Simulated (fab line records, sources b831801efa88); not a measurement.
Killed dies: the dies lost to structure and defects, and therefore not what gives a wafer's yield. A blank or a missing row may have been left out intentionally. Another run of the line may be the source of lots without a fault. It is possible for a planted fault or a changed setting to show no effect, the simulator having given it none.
The tool behind it: which one? ; flow sky130 ; at 1 step of a route of 708, 12 lots with 36 wafers sampled

== WHAT THE GAUGES READ, wafer by wafer ==
SKY_CONTACT_BOW_MEAS_05.
lot;measured;on;CONTACT_BOW (um)
L075;day 30 04:57;film metro-01;90 80 81
L077;day 31 01:23;film metro-03;83 86 89
L079;day 32 06:40;film metro-04;74 69 75
L081;day 32 16:29;film metro-04;80 78 89
L084;day 33 14:02;film metro-01;78 84 83
L085;day 33 17:30;film metro-04;75 78 98
L087;day 34 13:04;film metro-01;85 77 78
L090;day 36 02:08;film metro-01;84 76 90
L089;day 36 02:43;film metro-03;68 85 80
L093;day 36 13:57;film metro-03;85 80 75
L096;day 38 01:24;film metro-03;93 79 83
L097;day 38 05:56;film metro-01;82 79 83

== WHICH TOOL RAN EACH LOT (tool, then ch and the chambers of the sampled wafers, then the start) ==
Before these readings, the record contains no process step.

== THE ANSWER, worked out from the rows above alone ==
Rule: the lots themselves supply what counts as usual. Put in order of their means at a reading, lots are off if they are a third of the lots or fewer, leave a main group of 4 or more, and stand apart from it by a gap of 3 or more times the standard deviation of the main group's means; of several such gaps the widest counts. If all means in a main group match to the digits the tables above print for the reading, that group is not used. Also off: a lot with no number at a reading for which 4 or more lots have one. All remaining lots with rows at the step are treated as sound.
No lot is off at any reading shown: from this, nothing can be told.

== WHAT HAD BEEN PUT IN BY THE SIMULATOR ==
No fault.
